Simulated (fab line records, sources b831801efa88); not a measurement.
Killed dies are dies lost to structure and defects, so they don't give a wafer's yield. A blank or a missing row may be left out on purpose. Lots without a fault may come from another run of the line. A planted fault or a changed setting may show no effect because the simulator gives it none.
fab line records | flow sfq_line
record lots=14 wafers=42 last_day=87
route steps=325 shown L0V@24 I1@74 I2@103 M5@207
lots that met no fault: from a run of the same line without faults
start_h: hours from the record's first day to the start of the lot's first wafer shown | wait_h: hours since the lot's step before | " the same as in the row above | L1.1+2: a row that stands for several wafers | - no value, or no start given | * or withheld: withheld | < > ~ a bound
route shown NAME@n: a module of which the file shows steps, and the number in the route of the first | usual: mean/standard deviation of fault-free wafers | same: alike in all rows | chamber/n: place in a boat | sites: the reading at each site | _std_site: their standard deviation | _edge_site: outer sites' mean less inner sites' | radius_mm: how far each site lies from the wafer's centre | mask NAME#n: copy n | behind: the tool/chamber that last shaped the wafer | hold: why the lot was held/for how many hours/how that ended | device: the transistor (n, p or np) that didn't switch | end of line: the same wafers' tests at the end of the route | a step without rows: its recipe alone | killed: dies lost to structure and defects at the first sort, not the wafer's yield | map: a wafer's dies, x killed, . not, _ none there
set.NAME: the setting as run; set.NAME@STEP: as run at that earlier step | model.NAME: the simulator's own value behind a step, which no gauge read
steps of the route over a sample of lots; a table a step, a row a wafer
services: from which hour (start_h, from the record's first day; less than 0 if before it) a tool's chamber was out of use, for how many hours, and why
## steps
# step SFQ_TRILAYER_L0_VIA_BARC_OPEN_VIA_ETCH_021
# recipe mask_material=PR chemistry=O2 target_depth_nm=125 target=BARC source_w=500 bias_w=80 pressure_mtorr=30 time_s=41.7
# usual drypump_motor_current_A=5.9/0.52 oes_product_au=0.685/0.0044
# columns lot.wafer tool chamber start_h wait_h drypump_motor_current_A oes_product_au rf_hours_counter_h
L793.1 rie_diel-03 0 98.89 0.0 6.1 0.679 0
L793.5 " 2 " " 6.7 0.682 -
L793.6 " 1 " " 5.2 0.682 -
L794.1 rie_diel-03 2 102.49 0.0 6.7 0.683 1
L794.3 " 3 " " 6.3 0.683 116
L794.4 " 1 " " 5.3 0.681 0
L795.2 rie_diel-04 3 106.09 0.0 5.4 0.682 136
L795.4 " 2 " " 5.6 0.682 87
L795.6 " 1 " " 6.0 0.681 -
L796.2 rie_diel-03 0 110.89 0.0 6.1 0.685 1
L796.5 " 0 " " 6.1 0.680 -
L796.6 " 3 " " 6.3 0.681 -
L798.1 rie_diel-02 1 120.49 0.0 5.0 0.689 68
L798.2 " 0 " " 5.7 0.675 22
L798.4 " 2 " " 6.0 0.688 133
L799.2 rie_diel-04 3 131.29 0.0 5.4 0.689 137
L799.4 " 3 " " 5.4 0.685 -
L799.6 " 0 " " 5.3 0.684 -
L803.3 rie_diel-04 2 221.09 0.0 5.6 0.687 89
L803.4 " 3 " " 5.4 0.679 139
L803.5 " 3 " " 5.4 0.681 -
L808.1 rie_diel-02 0 256.27 0.0 5.6 0.686 25
L808.3 " 2 " " 6.0 0.684 136
L808.6 " 0 " " 5.6 0.698 -
L809.1 rie_diel-03 0 261.07 0.0 6.1 0.687 3
L809.3 " 3 " " 6.3 0.685 118
L809.4 " 1 " " 5.3 0.686 -
L811.2 rie_diel-03 1 275.47 0.0 5.2 0.688 3
L811.3 " 0 " " 6.1 0.683 3
L811.6 " 0 " " 6.1 0.683 -
L813.2 rie_diel-03 1 292.27 0.0 5.3 0.682 3
L813.3 " 2 " " 6.7 0.688 3
L813.4 " 0 " " 6.1 0.687 3
L814.1 rie_diel-03 0 298.27 0.0 6.1 0.682 3
L814.3 " 1 " " 5.3 0.684 3
L814.5 " 3 " " 6.3 0.683 -
L815.1 rie_diel-04 2 304.27 0.0 5.6 0.682 90
L815.3 " 0 " " 5.3 0.676 131
L815.6 " 3 " " 5.4 0.679 -
L816.2 rie_diel-02 0 307.87 0.0 5.6 0.686 26
L816.5 " 3 " " 5.5 0.682 -
L816.6 " 0 " " 5.6 0.679 -
# step SFQ_TRILAYER_I1_CMP_CMP_046
# recipe material=SiO2 down_force_psi=3 platen_rpm=60 pad_velocity_m_s=0.94248
# usual motor_current_A=9.9/1.4 time_to_endpoint_s=217/7.2
# columns lot.wafer tool chamber start_h wait_h motor_current_A time_to_endpoint_s
L793.1 cmp-01 0 406.76 1.0 8.3 212
L793.6 " 2 407.76 2.0 7.8 219
L793.5 " 3 " " 12.5 227
L794.1 cmp-01 1 413.73 0.0 10.5 216
L794.3 " 2 " " 7.9 212
L794.4 " 0 415.23 1.5 8.5 213
L795.2 cmp-02 3 415.34 0.0 9.3 213
L795.4 " 0 " " 9.6 223
L795.6 " 0 417.84 2.5 9.4 218
L796.2 cmp-01 2 435.31 1.5 8.6 210
L796.5 " 3 " " 12.6 226
L796.6 " 0 " " 8.8 224
L798.1 cmp-02 3 466.67 0.5 8.8 217
L798.2 " 0 " " 9.6 282
L798.4 " 1 " " 11.8 217
L799.4 cmp-02 0 474.37 1.0 10.5 280
L799.2 " 1 " " 11.5 215
L799.6 " 2 " " 8.9 221
L803.4 cmp-01 3 506.37 1.7 12.4 228
L803.3 " 0 " " 8.4 206
L803.5 " 3 508.37 3.7 12.3 220
L808.1 cmp-01 2 552.90 0.5 8.0 213
L808.3 " 3 " " 12.6 219
L808.6 " 1 554.40 2.0 9.7 220
L809.3 cmp-02 3 554.17 1.4 9.3 215
L809.1 " 0 " " 10.0 218
L809.4 " 1 " " 11.6 227
L811.2 cmp-02 3 721.30 0.1 8.7 211
L811.3 " 1 722.30 1.0 11.4 218
L811.6 " 0 723.80 2.5 10.3 211
L813.4 cmp-02 1 750.58 0.8 11.8 216
L813.3 " 2 " " 8.8 205
L813.2 " 3 " " 9.5 210
L814.3 cmp-02 1 764.08 7.6 11.7 208
L814.1 " 2 " " 9.6 210
L814.5 " 0 765.58 9.1 11.0 215
L815.1 cmp-01 1 767.19 7.1 9.8 214
L815.3 " 3 768.19 8.1 12.9 218
L815.6 " 1 769.19 9.1 9.9 211
L816.2 cmp-01 1 779.30 14.4 10.0 221
L816.6 " 0 780.80 15.9 8.3 222
L816.5 " 1 " " 10.1 221
# step SFQ_TRILAYER_I1_METRO_MEASURE_047
# usual thk_nm=200.5/0.98
# columns lot.wafer tool chamber start_h wait_h thk_nm
L793.1 film_metro-02 - 408.88 0.1 201.1
L793.5 " - " " 202.6
L793.6 " - " " 200.8
L794.1 film_metro-01 - 416.85 0.1 200.7
L794.3 " - " " 199.8
L794.4 " - " " 200.8
L795.2 film_metro-02 - 418.66 0.3 201.4
L795.4 " - " " 200.4
L795.6 " - " " 200.3
L796.2 film_metro-02 - 437.13 0.3 200.7
L796.5 " - " " 201.1
L796.6 " - " " 199.4
L798.1 film_metro-02 - 469.29 0.1 199.8
L798.2 " - " " 306.1
L798.4 " - " " 200.1
L799.2 film_metro-02 - 476.69 0.3 200.1
L799.4 " - " " 305.0
L799.6 " - " " 198.5
L803.3 film_metro-02 - 509.89 0.5 199.7
L803.4 " - " " 202.0
L803.5 " - " " 201.4
L808.1 film_metro-01 - 555.52 0.1 200.1
L808.3 " - " " 200.4
L808.6 " - " " 199.8
L809.1 film_metro-03 - 556.79 0.1 201.2
L809.3 " - " " 199.8
L809.4 " - " " 201.6
L811.2 film_metro-02 - 724.62 0.3 199.0
L811.3 " - " " 199.6
L811.6 " - " " 199.8
L813.2 film_metro-01 - 753.90 0.3 201.9
L813.3 " - " " 201.4
L813.4 " - " " 201.5
L814.1 film_metro-03 - 766.70 0.1 200.4
L814.3 " - " " 201.1
L814.5 " - " " 200.5
L815.1 film_metro-02 - 769.81 0.1 201.4
L815.3 " - " " 202.3
L815.6 " - " " 201.4
L816.2 film_metro-01 - 782.12 0.3 200.8
L816.5 " - " " 200.3
L816.6 " - " " 200.4
# step SFQ_TRILAYER_I1_VIA_ETCH_VIA_ETCH_052
# recipe target=SiO2 stop_on=Nb mask_material=PR taper_deg=20 chemistry=CHF3 target_depth_nm=260 source_w=500 bias_w=80 pressure_mtorr=30 time_s=withheld
# usual drypump_motor_current_A=5.8/0.51 oes_product_au=0.856/0.0053
# columns lot.wafer tool chamber start_h wait_h drypump_motor_current_A oes_product_au
L793.1 rie_diel-03 1 567.07 0.0 5.2 0.853
L793.5 " 3 " " 6.3 0.859
L793.6 " 0 " " 6.1 0.856
L794.1 rie_diel-01 0 579.07 0.0 5.8 0.861
L794.3 " 1 " " 5.8 0.855
L794.4 " 2 " " 6.0 0.844
L795.2 rie_diel-03 0 580.27 0.0 6.1 0.859
L795.4 " 1 " " 5.2 0.860
L795.6 " 2 " " 6.7 0.854
L796.2 rie_diel-03 2 599.44 0.0 6.7 0.855
L796.5 " 2 " " 6.7 0.856
L796.6 " 0 " " 6.1 0.853
L798.1 rie_diel-03 0 627.04 0.0 6.1 0.856
L798.2 " 3 " " 6.3 0.996
L798.4 " 2 " " 6.7 0.853
L799.2 rie_diel-01 2 629.44 0.0 6.0 0.856
L799.4 " 3 " " 5.2 1.015
L799.6 " 1 " " 5.8 0.847
L803.3 rie_diel-03 2 662.28 0.0 6.7 0.848
L803.4 " 3 " " 6.3 0.868
L803.5 " 1 " " 5.3 0.858
L808.1 rie_diel-01 3 708.01 0.0 5.2 0.854
L808.3 " 1 " " 5.8 0.860
L808.6 " 3 " " 5.2 0.851
L809.1 rie_diel-02 1 710.41 0.0 4.9 0.858
L809.3 " 2 " " 6.0 0.859
L809.4 " 0 " " 5.6 0.856
L811.2 rie_diel-03 3 728.08 0.0 6.3 0.858
L811.3 " 1 " " 5.2 0.854
L811.6 " 1 " " 5.2 0.854
L813.2 rie_diel-03 0 769.48 0.0 6.1 0.854
L813.3 " 3 " " 6.3 0.867
L813.4 " 2 " " 6.7 0.854
L814.1 rie_diel-01 2 770.68 0.0 6.0 0.855
L814.3 " 1 " " 5.8 0.865
L814.5 " 1 " " 5.8 0.854
L815.1 rie_diel-02 0 775.70 0.0 5.6 0.847
L815.3 " 3 " " 5.5 0.864
L815.6 " 2 " " 6.0 0.858
L816.2 rie_diel-02 3 786.63 0.0 5.5 0.863
L816.5 " 1 " " 5.0 0.848
L816.6 " 2 " " 6.0 0.862
# step SFQ_TRILAYER_I2_DEP_PECVD_063
# recipe material=SiO2 temp_c=150 time_s=111.11 pressure_torr=2.4 rf_w=183.3 precursor=SiH4/N2O target_thk_nm=500
# usual chamber_pressure_Torr=2.399/0.0052 heater_power_w=82/10 throttle_valve_pct=25.7/1.4
# columns lot.wafer tool chamber start_h wait_h chamber_pressure_Torr heater_power_w throttle_valve_pct
L793.1 pecvd-04 0 725.73 0.0 2.400 88 23.7
L793.5 " 0 " " 2.396 92 23.8
L793.6 " 2 " " 2.406 60 25.1
L794.1 pecvd-04 2 735.33 0.0 2.392 63 25.4
L794.3 " 1 " " 2.406 94 24.7
L794.4 " 1 " " 2.413 96 24.6
L795.2 pecvd-01 1 736.53 0.0 2.394 97 24.7
L795.4 " 1 " " 2.403 81 24.6
L795.6 " 2 " " 2.401 76 28.4
L796.2 pecvd-04 1 754.05 0.0 2.399 87 24.7
L796.5 " 1 " " 2.403 88 25.0
L796.6 " 0 " " 2.396 76 23.9
L798.1 pecvd-01 0 774.57 0.0 2.395 75 26.6
L798.2 " 1 " " 2.407 93 24.5
L798.4 " 1 " " 2.406 95 24.5
L799.2 pecvd-04 2 778.17 0.0 2.392 69 25.2
L799.4 " 1 " " 2.401 84 25.1
L799.6 " 2 " " 2.397 71 25.3
L803.3 pecvd-01 1 808.17 0.0 2.394 82 24.8
L803.4 " 2 " " 2.406 70 29.0
L803.5 " 1 " " 2.396 88 24.8
L808.1 pecvd-01 2 856.00 0.0 2.405 73 29.1
L808.3 " 0 " " 2.399 78 27.0
L808.6 " 2 " " 2.393 78 28.9
L809.1 pecvd-02 0 858.40 0.0 2.401 93 26.9
L809.3 " 1 " " 2.399 83 25.4
L809.4 " 1 " " 2.408 87 25.1
L811.2 pecvd-04 2 874.94 0.0 2.405 70 25.4
L811.3 " 1 " " 2.388 96 25.1
L811.6 " 2 " " 2.407 72 25.4
L813.2 pecvd-04 1 908.54 0.0 2.401 94 25.1
L813.3 " 0 " " 2.396 92 24.4
L813.4 " 1 " " 2.400 81 24.9
L814.1 pecvd-01 1 910.94 0.0 2.393 84 24.8
L814.3 " 1 " " 2.395 89 24.9
L814.5 " 1 " " 2.401 93 24.8
L815.1 pecvd-02 1 915.74 0.0 2.400 89 25.3
L815.3 " 0 " " 2.402 98 27.0
L815.6 " 0 " " 2.405 82 27.1
L816.2 pecvd-02 0 923.12 0.0 2.393 88 26.7
L816.5 " 1 " " 2.399 90 25.4
L816.6 " 2 " " 2.409 99 25.8
# step SFQ_TRILAYER_M5_STRIP_STRIP_127
# recipe gas=O2 power_w=200 platen_temp_c=40 overash_fraction=0.65 chemistry=O2 pressure_mtorr=50
# usual drypump_motor_current_A=5.8/0.4 oes_product_au=1.001/0.016
# columns lot.wafer tool chamber start_h wait_h drypump_motor_current_A oes_product_au rf_hours_counter_h
L793.1 rie_metal-03 0 1434.10 0.1 5.9 0.976 3
L793.5 " 1 " " 6.0 1.005 -
L793.6 " 0 " " 5.9 0.984 -
L794.1 rie_metal-04 1 1438.56 0.1 5.8 1.005 51
L794.3 " 0 " " 5.0 1.013 -
L794.4 " 1 " " 5.8 1.007 -
L795.2 rie_metal-04 0 1448.07 0.1 5.0 1.015 110
L795.4 " 1 " " 5.8 1.003 -
L795.6 " 0 " " 5.0 1.025 -
L796.2 rie_metal-04 1 1454.07 0.1 5.8 0.989 53
L796.5 " 1 " " 5.8 1.006 -
L796.6 " 0 " " 5.0 1.012 -
L798.1 rie_metal-03 0 1483.19 0.1 6.0 0.985 12
L798.2 " 1 " " 6.0 1.011 60
L798.4 " 0 " " 5.9 0.987 -
L799.2 rie_metal-01 0 1486.79 0.1 6.1 1.033 19
L799.4 " 1 " " 6.3 1.006 -
L799.6 " 1 " " 6.3 0.997 -
L803.3 rie_metal-03 1 1623.09 0.3 6.0 0.997 -
L803.4 " 0 " " 5.9 0.997 -
L803.5 " 0 " " 5.9 0.984 -
L808.1 rie_metal-04 1 1642.77 0.1 5.8 1.018 83
L808.3 " 0 " " 5.0 0.983 -
L808.6 " 1 " " 5.8 1.022 -
L809.1 rie_metal-04 1 1646.37 0.1 5.8 1.030 83
L809.3 " 0 " " 5.0 0.978 -
L809.4 " 1 " " 5.8 1.017 -
L811.2 rie_metal-01 1 1649.97 0.1 6.3 0.986 79
L811.3 " 1 " " 6.3 0.991 -
L811.6 " 0 " " 6.1 1.014 -
L813.2 rie_metal-03 1 1671.51 0.1 6.0 0.993 89
L813.3 " 1 " " 6.0 0.993 -
L813.4 " 0 " " 5.9 0.991 -
L814.1 rie_metal-04 1 1673.91 0.1 5.8 1.012 87
L814.3 " 0 " " 5.0 0.983 -
L814.5 " 0 " " 5.0 0.989 -
L815.1 rie_metal-03 0 1676.31 0.1 5.9 0.976 41
L815.3 " 0 " " 5.9 0.965 -
L815.6 " 1 " " 5.9 0.996 -
L816.2 rie_metal-03 1 1681.11 0.1 6.0 0.984 91
L816.5 " 0 " " 5.9 0.972 -
L816.6 " 1 " " 5.9 0.979 -
## services
# columns tool chamber start_h hours kind
rie_diel-03 1 225.50 9.2 repair
rie_diel-03 2 251.69 12.7 repair
rie_diel-03 - 268.99 1.0 repair
rie_diel-03 3 419.54 6.2 repair
rie_diel-03 - 503.38 2.0 repair
rie_diel-03 - 530.22 0.2 repair
rie_diel-03 - 535.03 3.5 repair
rie_diel-03 2 543.05 9.7 repair
rie_diel-03 3 575.01 5.2 repair
rie_diel-03 3 609.30 2.2 repair
rie_diel-03 - 790.46 0.1 repair
rie_diel-03 1 804.84 3.2 repair
rie_diel-03 - 811.03 2.8 pm
rie_diel-03 3 820.76 11.3 repair
rie_diel-03 0 949.52 1.5 repair
rie_diel-03 3 975.97 1.5 repair
rie_diel-03 0 1023.52 5.6 repair
rie_diel-03 0 1049.14 31.8 repair
rie_diel-03 1 1187.44 4.3 repair
rie_diel-03 1 1332.05 6.0 repair
rie_diel-03 2 1336.15 6.2 repair
rie_diel-03 3 1366.70 5.1 repair
rie_diel-03 - 1409.66 14.6 pm
rie_diel-03 - 1448.79 0.2 repair
## key
first_sign step=SFQ_TRILAYER_I1_CMP_CMP_046 reading=time_to_endpoint_s direction=up sigmas=8.9 usual=* struck=*
effect step=SFQ_TRILAYER_I1_METRO_MEASURE_047 reading=thk_nm direction=up sigmas=99+ usual=200.5 struck=305.6
effect step=SFQ_TRILAYER_I1_VIA_ETCH_VIA_ETCH_052 reading=oes_product_au direction=up sigmas=28 usual=0.856 struck=1.005
met_at SFQ_TRILAYER_I1_CMP_CMP_046
struck_lots L798,L799
struck_wafers L798.2,L799.4
not_acting_at SFQ_TRILAYER_L0_VIA_BARC_OPEN_VIA_ETCH_021,SFQ_TRILAYER_I2_DEP_PECVD_063,SFQ_TRILAYER_M5_STRIP_STRIP_127
onset_between 415.34 466.67
fault kind=process_parameter_drift tool=cmp-02 chamber=0 onset_h=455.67 steps=SFQ_TRILAYER_I1_CMP_CMP_046 channel=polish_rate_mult offset=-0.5 shape=step end_h=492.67
